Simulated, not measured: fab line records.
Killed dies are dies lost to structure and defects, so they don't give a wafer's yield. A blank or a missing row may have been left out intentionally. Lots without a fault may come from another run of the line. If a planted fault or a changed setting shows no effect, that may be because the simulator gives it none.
fab line records    flow sky130
record: lots: 6  wafers: 18  last_day: 49
route steps=708 shown PWDE@84 VT_ADJUST_HVTP@85 PAD_OPEN@708
lots that met no fault: from a run of the same line without faults
start_h: hours from the record's opening day to when the first of the lot's shown wafers began    wait_h: hours since the lot's step before    " the same as in the row above    L1.1+2: several wafers, shown together as one row    - value missing, or start not given    * or withheld: withheld    < > ~ a bound
route shown NAME@n: names a module that has steps shown in the file, with the first one's number in the route    usual: mean/standard deviation of fault-free wafers    same: alike in all rows    chamber/n: place in a boat    sites: readings site by site    _std_site: the values' standard deviation    _edge_site: outer sites' mean less inner sites'    radius_mm: how far each site lies from the wafer's centre    mask NAME#n: copy n    behind: the tool/chamber that last shaped the wafer    hold: cause of the lot's hold/its duration in hours/its outcome    device: which transistor (n, p or np) failed to switch    end of line: the same wafers' tests at the end of the route    step lacking rows: just its recipe    killed: not the wafer's yield, but the dies lost to structure and defects at the first sort    map: per-die view of a wafer (x killed, . not killed, _ where there is no die)
set.NAME: setting as actually run; set.NAME@STEP: the setting as run at that earlier step    model.NAME: the simulator's own value behind a step, which no gauge read
lots at selected steps of the route; one table per step, one row per wafer
services: the hour from which a tool's chamber was out of use, counted from the record's first day as start_h (under 0 if before that day), plus the number of hours and why
== steps ==
step: SKY_NWELL_RS_MEAS_31
recipe: thk_meas_gauge: four-point-probe
usual: PWDE_RS: 5279/17
lot.wafer  tool           chamber  start_h  wait_h  PWDE_RS[ohm/sq]
L746.2     film_metro-01  -        134.61   0.1     5286
L746.5     "              -        "        "       5290
L746.6     "              -        "        "       5300
L749.1     film_metro-02  -        149.56   0.1     5265
L749.2     "              -        "        "       5279
L749.6     "              -        "        "       5270
L754.2     film_metro-01  -        183.66   0.1     5318
L754.4     "              -        "        "       5298
L754.6     "              -        "        "       5307
L755.1     film_metro-03  -        189.35   0.1     5271
L755.3     "              -        "        "       5264
L755.6     "              -        "        "       5290
L756.3     film_metro-03  -        199.26   0.1     5274
L756.4     "              -        "        "       5287
L756.5     "              -        "        "       5291
L757.1     film_metro-03  -        204.04   0.1     5279
L757.4     "              -        "        "       5275
L757.5     "              -        "        "       5272
step: SKY_VT_ADJUST_HVTP_DEHYDRATE_00
recipe: temp_c: 200  time_s: 60
step: SKY_VT_ADJUST_HVTP_HMDS_01
recipe: prime_time_s: 60  prime_temp_c: 120
step: SKY_VT_ADJUST_HVTP_COAT_02
recipe: resist: NOVOLAK  spin_rpm: 3000  resist_thk_nm: 1140
step: SKY_VT_ADJUST_HVTP_SOFTBAKE_03
recipe: temp_c: 90  time_s: 60  resist: NOVOLAK
step: SKY_VT_ADJUST_HVTP_EXPOSE_04
recipe: mask_id: HVTPM  na: 0.6  source_shape: conventional  sigma_outer: 0.6  polarization: unpolarized  target_cd_nm: 380  dose_mj: 140
step: SKY_VT_ADJUST_HVTP_PEB_05
recipe: temp_c: withheld  time_s: *  resist: NOVOLAK
step: SKY_VT_ADJUST_HVTP_DEVELOP_06
recipe: resist: NOVOLAK  developer: TMAH  develop_time_s: 60  dev_temp_c: 23
step: SKY_VT_ADJUST_HVTP_CD_MEAS_07
recipe: target_cd_nm: 380
usual: cd_nm: 379.8/2.3
lot.wafer  tool       chamber  start_h  wait_h  cd_nm
L746.2     cd_sem-01  -        153.71   0.1     381.2
L746.5     "          -        "        "       376.6
L746.6     "          -        "        "       378.1
L749.1     cd_sem-01  -        169.85   0.1     379.2
L749.2     "          -        "        "       379.6
L749.6     "          -        "        "       380.6
L754.2     cd_sem-02  -        204.69   0.1     382.4
L754.4     "          -        "        "       379.1
L754.6     "          -        "        "       379.6
L755.1     cd_sem-02  -        211.72   0.1     377.7
L755.3     "          -        "        "       373.4
L755.6     "          -        "        "       374.6
L756.3     cd_sem-02  -        220.76   0.1     381.4
L756.4     "          -        "        "       381.1
L756.5     "          -        "        "       380.3
L757.1     cd_sem-02  -        226.37   0.1     384.6
L757.4     "          -        "        "       385.7
L757.5     "          -        "        "       383.3
step: SKY_VT_ADJUST_HVTP_OVL_MEAS_08
usual: VT_ADJUST_HVTP_OVL: 0.4/1.7
lot.wafer  tool        chamber  start_h  wait_h  VT_ADJUST_HVTP_OVL[nm]
L746.2     overlay-02  -        153.82   0.1     1.7
L746.5     "           -        "        "       -0.1
L746.6     "           -        "        "       -0.2
L749.1     overlay-01  -        169.97   0.1     -3.3
L749.2     "           -        "        "       -2.9
L749.6     "           -        "        "       -0.2
L754.2     overlay-02  -        204.80   0.1     0.4
L754.4     "           -        "        "       2.8
L754.6     "           -        "        "       2.5
L755.1     overlay-01  -        211.84   0.1     0.2
L755.3     "           -        "        "       -0.4
L755.6     "           -        "        "       1.1
L756.3     overlay-02  -        220.85   0.1     -0.5
L756.4     "           -        "        "       -0.9
L756.5     "           -        "        "       -2.0
L757.1     overlay-01  -        226.49   0.1     -3.1
L757.4     "           -        "        "       -2.2
L757.5     "           -        "        "       -3.4
step: SKY_VT_ADJUST_HVTP_IMPLANT_09
recipe: species: As  energy_kev: 150  dose_cm2: 4.3e+12  tilt_deg: withheld
step: SKY_VT_ADJUST_HVTP_STRIP_10
recipe: chemistry: O2/N2  power_w: 1400  pressure_mtorr: 1500  platen_temp_c: withheld  o2_flow_sccm: 3000  n2_flow_sccm: 300  overash_fraction: 0.5
usual: chamber_pressure_mTorr: 1499.9/1.4  drypump_motor_current_A: 5.51/0.24  oes_product_au: 0.715/0.0048  strip_time_to_endpoint_s: 14.16/0.035
lot.wafer  tool             chamber  start_h  wait_h  chamber_pressure_mTorr  drypump_motor_current_A  oes_product_au  rf_hours_counter_h  strip_time_to_endpoint_s
L746.2     plasma_asher-02  1        154.00   0.1     1497.8                  5.36                     0.723           4                   14.07
L746.5     "                1        "        "       1500.8                  5.33                     0.709           -                   14.15
L746.6     "                0        "        "       1497.8                  5.32                     0.719           -                   14.09
L749.1     plasma_asher-04  1        170.16   0.1     1499.5                  6.00                     0.717           47                  14.19
L749.2     "                0        "        "       1501.7                  5.90                     0.721           47                  14.17
L749.6     "                0        "        "       1501.3                  5.88                     0.720           -                   14.13
L754.2     plasma_asher-02  0        204.98   0.1     1499.6                  5.32                     0.714           8                   14.13
L754.4     "                1        "        "       1499.5                  5.39                     0.716           -                   14.15
L754.6     "                1        "        "       1499.2                  5.38                     0.711           -                   14.15
L755.1     plasma_asher-02  1        212.03   0.1     1799.0                  5.38                     0.729           9                   13.61
L755.3     "                1        "        "       1799.8                  5.34                     0.739           -                   13.68
L755.6     "                0        "        "       1800.2                  5.31                     0.740           -                   13.63
L756.3     plasma_asher-02  0        221.06   0.1     1797.6                  5.32                     0.735           -                   13.56
L756.4     "                1        "        "       1799.4                  5.38                     0.736           -                   13.60
L756.5     "                1        "        "       1800.3                  5.40                     0.728           -                   13.54
L757.1     plasma_asher-03  1        226.68   0.1     1501.9                  5.76                     0.712           41                  14.17
L757.4     "                1        "        "       1501.7                  5.75                     0.706           -                   14.14
L757.5     "                0        "        "       1500.8                  5.34                     0.720           -                   14.17
step: SKY_VT_ADJUST_HVTP_TW_MEAS_11
usual: VT_ADJUST_HVTP_TW: 1361/13
lot.wafer  tool           chamber  start_h  wait_h  VT_ADJUST_HVTP_TW
L746.2     film_metro-04  -        154.11   0.1     1350
L746.5     "              -        "        "       1349
L746.6     "              -        "        "       1353
L749.1     film_metro-03  -        170.26   0.1     1352
L749.2     "              -        "        "       1353
L749.6     "              -        "        "       1360
L754.2     film_metro-03  -        205.09   0.1     1349
L754.4     "              -        "        "       1351
L754.6     "              -        "        "       1358
L755.1     film_metro-03  -        212.13   0.1     1365
L755.3     "              -        "        "       1363
L755.6     "              -        "        "       1357
L756.3     film_metro-03  -        221.15   0.1     1390
L756.4     "              -        "        "       1383
L756.5     "              -        "        "       1378
L757.1     film_metro-03  -        226.78   0.1     1394
L757.4     "              -        "        "       1384
L757.5     "              -        "        "       1385
step: SKY_PAD_OPEN_PROBE_99
usual: killed_at_M0_to_M3: 43/7  killed_at_M4_up: 3.5/1.9  killed_at_contacts: 24/5.3  killed_at_front_end: 15/4.4  killed_at_other: 0.3/0.69  killed_dies: 87/9.7  killed_open: 48/7  killed_short: 39/6.4
same: gross_dies: 492  killed_at_back_side: 0
lot.wafer  tool       chamber  start_h  wait_h  killed_at_M0_to_M3  killed_at_M4_up  killed_at_contacts  killed_at_front_end  killed_at_other  killed_dies  killed_open  killed_short
L746.2     prober-02  -        1108.78  0.1     46                  3                24                  19                   0                92           49           43
L746.5     prober-02  -        1108.93  0.2     44                  3                27                  7                    0                81           50           29
L746.6     prober-02  -        1108.98  0.2     55                  4                25                  23                   2                109          56           50
L749.1     prober-01  -        1124.37  0.1     50                  2                30                  7                    0                89           44           44
L749.2     prober-01  -        1124.42  0.1     42                  3                24                  9                    1                79           37           42
L749.6     prober-01  -        1124.62  0.2     37                  3                20                  12                   0                72           35           37
L754.2     prober-02  -        1157.77  0.1     54                  3                23                  10                   0                90           54           36
L754.4     prober-02  -        1157.87  0.2     35                  6                16                  21                   0                78           39           39
L754.6     prober-02  -        1157.97  0.2     52                  5                24                  25                   0                106          53           52
L755.1     prober-02  -        1159.23  0.1     49                  3                29                  14                   0                95           51           44
L755.3     prober-02  -        1159.33  0.2     48                  1                21                  12                   1                83           48           35
L755.6     prober-02  -        1159.48  0.2     31                  7                26                  19                   0                83           53           30
L756.3     prober-01  -        1164.17  0.2     41                  6                29                  14                   0                90           45           45
L756.4     prober-01  -        1164.22  0.2     49                  9                22                  15                   0                95           52           42
L756.5     prober-01  -        1164.27  0.2     46                  5                28                  14                   0                93           57           36
L757.1     prober-02  -        1168.87  0.1     49                  2                23                  15                   0                89           42           46
L757.4     prober-02  -        1169.02  0.2     45                  3                25                  16                   1                90           46           43
L757.5     prober-02  -        1169.07  0.2     49                  3                17                  14                   0                83           37           46
killed by level:class
L746.2 CONTACT:geometric_particle:open=11 VIA1:geometric_particle:open=9 VIA2:geometric_particle:short=7 VIA3:geometric_particle:open=7 FIELD_ISO:geometric_particle:open=5 LI_CONTACT:geometric_particle:open=5 VIA3:geometric_particle:short=5 FIELD_ISO:geometric_particle:short=4
L746.5 CONTACT:geometric_particle:open=11 VIA2:geometric_particle:open=10 LI_CONTACT:geometric_particle:open=7 VIA1:geometric_particle:open=7 VIA3:geometric_particle:open=5 VIA3:geometric_particle:short=5 CONTACT:geometric_particle:short=4 FIELD_ISO:geometric_particle:open=3
L746.6 VIA1:geometric_particle:open=12 VIA2:geometric_particle:open=11 CONTACT:geometric_particle:short=9 LI_CONTACT:geometric_particle:open=7 VIA1:geometric_particle:short=7 FIELD_ISO:geometric_particle:short=6 METAL1:geometric_particle:short=6 VIA3:geometric_particle:open=5
L749.1 CONTACT:geometric_particle:open=9 LI_CONTACT:geometric_particle:open=8 VIA3:geometric_particle:open=8 METAL3:geometric_particle:short=7 METAL1:geometric_particle:short=7 VIA1:geometric_particle:short=7 VIA2:geometric_particle:open=5 VIA1:geometric_particle:open=5
L749.2 VIA1:geometric_particle:open=10 CONTACT:geometric_particle:open=8 METAL1:geometric_particle:short=6 VIA1:geometric_particle:short=6 FIELD_ISO:geometric_particle:short=5 LI_CONTACT:geometric_particle:short=4 LI_CONTACT:geometric_particle:open=4 LOCAL_INTERCONNECT:geometric_particle:short=4
L749.6 CONTACT:geometric_particle:open=9 VIA1:geometric_particle:open=8 METAL1:geometric_particle:short=7 CONTACT:geometric_particle:short=5 POLY_GATE:geometric_particle:open=4 VIA3:geometric_particle:short=4 VIA3:geometric_particle:open=4 FIELD_ISO:geometric_particle:short=3
L754.2 VIA1:geometric_particle:open=16 VIA2:geometric_particle:open=9 CONTACT:geometric_particle:open=8 VIA3:geometric_particle:open=8 LI_CONTACT:geometric_particle:open=6 LI_CONTACT:geometric_particle:short=5 METAL1:geometric_particle:short=5 VIA1:geometric_particle:short=4
L754.4 VIA1:geometric_particle:open=9 FIELD_ISO:geometric_particle:short=8 CONTACT:geometric_particle:open=8 VIA1:geometric_particle:short=5 VIA3:geometric_particle:open=5 METAL4:geometric_particle:short=5 FIELD_ISO:geometric_particle:open=4 LI_CONTACT:geometric_particle:short=4
L754.6 VIA1:geometric_particle:open=13 CONTACT:geometric_particle:open=9 VIA1:geometric_particle:short=9 FIELD_ISO:geometric_particle:short=8 LI_CONTACT:geometric_particle:open=7 VIA2:geometric_particle:open=7 FIELD_ISO:geometric_particle:open=6 POLY_GATE:geometric_particle:short=6
L755.1 VIA2:geometric_particle:open=11 CONTACT:geometric_particle:open=9 VIA1:geometric_particle:open=9 VIA1:geometric_particle:short=7 METAL2:geometric_particle:short=6 LI_CONTACT:geometric_particle:short=6 CONTACT:geometric_particle:short=6 METAL3:geometric_particle:short=5
L755.3 VIA1:geometric_particle:open=11 CONTACT:geometric_particle:open=9 VIA2:geometric_particle:open=8 METAL1:geometric_particle:short=7 LI_CONTACT:geometric_particle:open=6 VIA3:geometric_particle:short=5 LOCAL_INTERCONNECT:geometric_particle:short=4 VIA1:geometric_particle:short=4
L755.6 VIA1:geometric_particle:open=11 LI_CONTACT:geometric_particle:open=11 CONTACT:geometric_particle:open=9 VIA3:geometric_particle:open=7 FIELD_ISO:geometric_particle:open=6 POLY_GATE:geometric_particle:short=4 METAL2:geometric_particle:short=4 METAL4:geometric_particle:short=4
L756.3 CONTACT:geometric_particle:open=12 METAL1:geometric_particle:short=7 LI_CONTACT:geometric_particle:short=6 VIA1:geometric_particle:open=6 VIA2:geometric_particle:open=6 POLY_GATE:geometric_particle:open=5 CONTACT:geometric_particle:short=5 METAL2:geometric_particle:short=4
L756.4 CONTACT:geometric_particle:open=13 VIA2:geometric_particle:open=9 METAL2:geometric_particle:short=8 VIA1:geometric_particle:open=8 METAL1:geometric_particle:short=6 POLY_GATE:geometric_particle:short=5 VIA3:geometric_particle:open=5 METAL4:geometric_particle:short=5
L756.5 VIA1:geometric_particle:open=12 CONTACT:geometric_particle:open=11 LI_CONTACT:geometric_particle:open=8 VIA2:geometric_particle:open=7 FIELD_ISO:geometric_particle:open=6 CONTACT:geometric_particle:short=5 METAL1:geometric_particle:short=5 METAL2:geometric_particle:short=5
L757.1 VIA1:geometric_particle:open=11 METAL2:geometric_particle:short=8 CONTACT:geometric_particle:open=8 LOCAL_INTERCONNECT:geometric_particle:short=7 VIA2:geometric_particle:open=7 POLY_GATE:geometric_particle:short=6 VIA1:geometric_particle:short=5 VIA3:geometric_particle:short=5
L757.4 CONTACT:geometric_particle:open=13 VIA3:geometric_particle:open=9 VIA1:geometric_particle:open=9 METAL1:geometric_particle:short=9 CONTACT:geometric_particle:short=6 FIELD_ISO:geometric_particle:short=5 METAL2:geometric_particle:short=5 FIELD_ISO:geometric_particle:open=4
L757.5 VIA1:geometric_particle:open=10 VIA1:geometric_particle:short=9 CONTACT:geometric_particle:open=6 METAL2:geometric_particle:short=6 VIA3:geometric_particle:open=5 FIELD_ISO:geometric_particle:open=4 POLY_GATE:geometric_particle:short=4 CONTACT:geometric_particle:short=4
== services ==
tool             chamber  start_h  hours  kind
plasma_asher-03  -        147.20   1.1    repair
plasma_asher-04  -        171.99   2.6    repair
== key ==
first_sign: step: SKY_VT_ADJUST_HVTP_STRIP_10  reading: chamber_pressure_mTorr  direction: up  sigmas: 99+  usual: 1499.9  struck: 1799.4
effect: step: SKY_VT_ADJUST_HVTP_STRIP_10  reading: strip_time_to_endpoint_s  direction: down  sigmas: 16  usual: *  struck: *
met_at SKY_VT_ADJUST_HVTP_STRIP_10
struck_wafers L755.1,L755.3,L755.6,L756.3,L756.4,L756.5
tester_left_out L755,L756
onset_between 204.98 212.03
fault: kind: process_parameter_drift  tool: plasma_asher-02  chamber: -  onset_h: 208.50  steps: SKY_VT_ADJUST_HVTP_STRIP_10  channel: pressure_mtorr  offset: 300  shape: step  end_h: 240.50  acts_in: these_recipes_only  stated: 1500
tester_left_out: of these lots the tester's yield and bins aren't shown, on N5 and GAA mostly nor the transistor test; their killed dies are dies lost to structure and defects alone, not to doping, threshold or leakage, so they don't give the yield
